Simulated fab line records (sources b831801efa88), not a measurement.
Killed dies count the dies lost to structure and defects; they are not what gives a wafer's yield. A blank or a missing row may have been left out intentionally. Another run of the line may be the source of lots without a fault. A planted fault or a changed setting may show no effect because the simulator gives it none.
What tool caused it? + flow gf180mcu + Sampling: 10 lots, 30 wafers, 8 of 602 route steps

## WHAT THE GAUGES READ, wafer by wafer
GF_TOP_METAL_RS_MEAS_05: measures by four-point-probe.
| lot  | measured     | on            | TOP_METAL_ALCU_RS (ohm/sq)                |
|------|--------------|---------------|-------------------------------------------|
| L605 | day 27 14:31 | film metro-01 | 0.0334 0.0333 0.0331                      |
| L608 | day 28 08:02 | film metro-01 | 0.0343 0.0327 0.0335                      |
| L613 | day 30 00:20 | film metro-01 | 0.0323 0.0327 0.0324                      |
| L614 | day 30 09:34 | film metro-01 | 0.0334 0.0323 0.0322                      |
| L619 | day 31 12:02 | film metro-01 | 0.0328 0.0326 0.0168 0.0329 0.0325 0.0167 |
| L620 | day 31 16:17 | film metro-01 | 0.0336 0.0337 0.0335                      |
| L622 | day 32 07:08 | film metro-03 | 0.0329 0.0167 0.0322 0.0328 0.0167 0.0322 |
| L626 | day 33 03:07 | film metro-04 | 0.0329 0.0335 0.0322                      |
| L627 | day 33 07:41 | film metro-01 | 0.0324 0.0326 0.0327                      |
| L628 | day 33 12:14 | film metro-01 | 0.0333 0.0332 0.0334                      |

GF_TOP_METAL_THK_MEAS_06: measures by xrf.
| lot  | measured     | on            | TOP_METAL_ALCU_THK (nm)   |
|------|--------------|---------------|---------------------------|
| L605 | day 27 14:37 | film metro-01 | 876 878 891               |
| L608 | day 28 08:09 | film metro-01 | 858 901 878               |
| L613 | day 30 00:28 | film metro-01 | 915 901 911               |
| L614 | day 30 09:41 | film metro-01 | 876 911 912               |
| L619 | day 31 15:51 | film metro-01 | 898 905 1742 900 908 1750 |
| L620 | day 31 16:25 | film metro-01 | 881 872 877               |
| L622 | day 32 08:49 | film metro-03 | 898 1762 921 898 1762 922 |
| L626 | day 33 03:13 | film metro-04 | 891 874 913               |
| L627 | day 33 07:47 | film metro-01 | 905 894 892               |
| L628 | day 33 12:20 | film metro-01 | 877 881 873               |

GF_TOP_METAL_CD_MEAS_14 targets a cd of 440 nm.
| lot  | measured     | on        | cd nm (nm)        |
|------|--------------|-----------|-------------------|
| L605 | day 28 10:05 | cd sem-02 | 437.5 440.2 438.1 |
| L608 | day 29 02:52 | cd sem-01 | 438.0 437.7 437.4 |
| L613 | day 30 18:08 | cd sem-02 | 444.1 444.5 443.0 |
| L614 | day 31 03:40 | cd sem-02 | 438.0 436.8 437.2 |
| L619 | day 32 05:55 | cd sem-02 | 441.9 439.7 440.5 |
| L620 | day 32 08:56 | cd sem-02 | 440.2 437.9 437.8 |
| L622 | day 32 22:53 | cd sem-01 | 441.3 442.7 444.0 |
| L626 | day 33 18:16 | cd sem-01 | 440.4 438.2 437.9 |
| L627 | day 33 23:18 | cd sem-02 | 439.0 437.2 437.0 |
| L628 | day 34 03:43 | cd sem-01 | 436.8 436.5 436.4 |

GF_PASSIVATION_BOW_MEAS_14.
| lot  | measured     | on            | PASSIVATION_BOW (um) |
|------|--------------|---------------|----------------------|
| L605 | day 29 08:26 | film metro-02 | 136 143 132          |
| L608 | day 30 00:55 | film metro-04 | 119 119 128          |
| L613 | day 31 15:15 | film metro-03 | 149 150 159          |
| L614 | day 32 00:49 | film metro-04 | 132 125 127          |
| L619 | day 33 00:58 | film metro-04 | 135 138 99 - - -     |
| L620 | day 33 04:04 | film metro-02 | 139 140 139          |
| L622 | day 33 17:43 | film metro-02 | 142 95 136 - - -     |
| L626 | day 34 12:32 | film metro-03 | 159 162 147          |
| L627 | day 34 16:43 | film metro-02 | 128 124 140          |
| L628 | day 34 21:14 | film metro-03 | 140 135 142          |

## WHAT TOOL EACH LOT RAN ON (gives the tool, then ch and the chambers of the sampled wafers, and finally the start)
| lot  | GF_V5_CMP_04                  | GF_TOP_METAL_SPUTTER_02      | GF_TOP_METAL_METAL_ETCH_16        | GF_PASSIVATION_CVD_00           |
|------|-------------------------------|------------------------------|-----------------------------------|---------------------------------|
| L605 | cmp-01 ch 0,1,2, day 26 16:19 | pvd sputter-03, day 27 14:24 | rie metal-03 ch 1, day 28 10:16   | pecvd-01 ch 1,2, day 28 11:06   |
| L608 | cmp-02 ch 0,1,2, day 27 10:27 | pvd sputter-01, day 28 07:56 | rie metal-01 ch 1, day 29 03:03   | pecvd-01 ch 1,2, day 29 03:52   |
| L613 | cmp-01 ch 0,1,3, day 29 02:17 | pvd sputter-03, day 30 00:15 | rie metal-03 ch 0,1, day 30 18:17 | pecvd-01 ch 0,1,2, day 30 19:01 |
| L614 | cmp-02 ch 1,2, day 29 11:18   | pvd sputter-01, day 30 09:29 | rie metal-02 ch 0, day 31 03:49   | pecvd-02 ch 0,1,2, day 31 04:42 |
| L619 | cmp-01 ch 0,2, day 30 16:10   | pvd sputter-03, day 31 11:57 | rie metal-01 ch 0,1, day 32 06:04 | pecvd-03 ch 0,1, day 32 06:47   |
| L620 | cmp-02 ch 0,1,3, day 30 20:39 | pvd sputter-01, day 31 16:12 | rie metal-03 ch 0,1, day 32 09:05 | pecvd-03 ch 0,1,2, day 32 09:49 |
| L622 | cmp-01 ch 1,2, day 31 11:47   | pvd sputter-03, day 32 07:02 | rie metal-02 ch 0,1, day 32 23:01 | pecvd-02 ch 0,1, day 32 23:43   |
| L626 | cmp-02 ch 0,3, day 32 08:55   | pvd sputter-01, day 33 02:59 | rie metal-02 ch 0,1, day 33 18:26 | pecvd-02 ch 1,2, day 33 19:06   |
| L627 | cmp-01 ch 1,2,3, day 32 13:11 | pvd sputter-02, day 33 07:34 | rie metal-01 ch 0,1, day 33 23:26 | pecvd-01 ch 0,1,2, day 34 00:14 |
| L628 | cmp-01 ch 0,1, day 32 18:54   | pvd sputter-01, day 33 12:06 | rie metal-02 ch 0,1, day 34 03:54 | pecvd-03 ch 0,2, day 34 04:34   |
- GF_V5_CMP_04: polishes SiO2.
- GF_TOP_METAL_SPUTTER_02: material AlCu, target thk 900 nm, time 47.82 s.
- GF_TOP_METAL_METAL_ETCH_16: etches the open film in Cl2/BCl3, stops on SiO2, target depth 1077.5 nm, time 179.6 s.
- GF_PASSIVATION_CVD_00: deposits SiO2 from TEOS, target thk 1000 nm, time 111.95 s.

## AS READ BY THE TOOLS THEMSELVES (means over the sampled wafers that have a number; for cases with no such wafer, the mark the record gives instead)
GF_V5_CMP_04.
| lot  | tool   | motor current A (A) |
|------|--------|---------------------|
| L605 | cmp-01 | 13.5                |
| L608 | cmp-02 | 12.6                |
| L613 | cmp-01 | 13.2                |
| L614 | cmp-02 | 11.4                |
| L619 | cmp-01 | 14.6                |
| L620 | cmp-02 | 12.2                |
| L622 | cmp-01 | 13.2                |
| L626 | cmp-02 | 13.3                |
| L627 | cmp-01 | 12.9                |
| L628 | cmp-01 | 14.2                |

GF_TOP_METAL_SPUTTER_02.
| lot  | tool           | throttle valve pct (%) |
|------|----------------|------------------------|
| L605 | pvd sputter-03 | 29.5                   |
| L608 | pvd sputter-01 | 29.8                   |
| L613 | pvd sputter-03 | 30.2                   |
| L614 | pvd sputter-01 | 31.1                   |
| L619 | pvd sputter-03 | 29.1                   |
| L620 | pvd sputter-01 | 29.4                   |
| L622 | pvd sputter-03 | 30.2                   |
| L626 | pvd sputter-01 | 30.1                   |
| L627 | pvd sputter-02 | 30.8                   |
| L628 | pvd sputter-01 | 29.0                   |

GF_TOP_METAL_METAL_ETCH_16.
| lot  | tool         | bcl3 flow sccm (sccm) | drypump motor current A (A) | mfc cl2 sccm (sccm) | oes product au (a.u.) | throttle valve pct (%) |
|------|--------------|-----------------------|-----------------------------|---------------------|-----------------------|------------------------|
| L605 | rie metal-03 | 39.81                 | 5.7                         | 80.20               | 0.964                 | 28.264                 |
| L608 | rie metal-01 | 39.94                 | 5.7                         | 80.09               | 0.958                 | 28.264                 |
| L613 | rie metal-03 | 39.95                 | 5.7                         | 79.62               | 0.970                 | 28.261                 |
| L614 | rie metal-02 | 39.93                 | 5.2                         | 79.78               | 0.970                 | 28.250                 |
| L619 | rie metal-01 | 40.02                 | 5.9                         | 79.99               | 0.985                 | 28.237                 |
| L620 | rie metal-03 | 40.07                 | 5.6                         | 80.02               | 0.953                 | 28.270                 |
| L622 | rie metal-02 | 40.08                 | 5.5                         | 79.93               | 0.980                 | 28.238                 |
| L626 | rie metal-02 | 40.04                 | 5.4                         | 79.97               | 0.970                 | 28.261                 |
| L627 | rie metal-01 | 40.10                 | 6.1                         | 80.00               | 0.969                 | 28.266                 |
| L628 | rie metal-02 | 39.91                 | 5.5                         | 80.15               | 0.951                 | 28.269                 |

GF_PASSIVATION_CVD_00.
| lot  | tool     | heater power w (W) |
|------|----------|--------------------|
| L605 | pecvd-01 | 674                |
| L608 | pecvd-01 | 681                |
| L613 | pecvd-01 | 628                |
| L614 | pecvd-02 | 740                |
| L619 | pecvd-03 | 630                |
| L620 | pecvd-03 | 611                |
| L622 | pecvd-02 | 690                |
| L626 | pecvd-02 | 619                |
| L627 | pecvd-01 | 627                |
| L628 | pecvd-03 | 640                |

## THE ANSWER, worked out from the rows above alone
Rule: usual is defined by the lots themselves. Put in order of their means at a reading, lots are off if they are a third of the lots or fewer, leave a main group of 4 or more, and stand apart from it by a gap of 3 or more times the standard deviation of the main group's means; of several such gaps the widest counts. If all means in a main group match to the digits the tables above print for the reading, that group is not used. A lot without any number at a reading at which 4 lots or more have one is off too. The other lots that the step has rows for count as sound. The gauges are gone through in route order, then the tools' own readings, and for those a lot's mean is taken as printed above. The first step at which some lot is off is used, and at that step the reading that is off furthest; a lot without a number counts as furthest.
Off: at GF_TOP_METAL_RS_MEAS_05 (TOP_METAL_ALCU_RS), L619, L622. For the main group the mean is 0.0330 ohm/sq and the standard deviation 0.00042.
A tool fits if, at a process step before that reading, it ran every lot that is off, and no sound lot after the first of them. The gauges at GF_TOP_METAL_RS_MEAS_05 aren't tried: what is off there is off at GF_TOP_METAL_METAL_ETCH_16 too, on other tools, and a gauge's error can't cause that. One candidate fits, namely pvd sputter-03 at GF_TOP_METAL_SPUTTER_02. Its last sound lot is L613 (day 30 00:15), its first lot that is off L619 (day 31 11:57): a fault that began between those two fits.

## WHAT THE SIMULATOR HAD PUT IN
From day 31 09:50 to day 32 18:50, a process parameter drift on pvd sputter-03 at GF_TOP_METAL_SPUTTER_02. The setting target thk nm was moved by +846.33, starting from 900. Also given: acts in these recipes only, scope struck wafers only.
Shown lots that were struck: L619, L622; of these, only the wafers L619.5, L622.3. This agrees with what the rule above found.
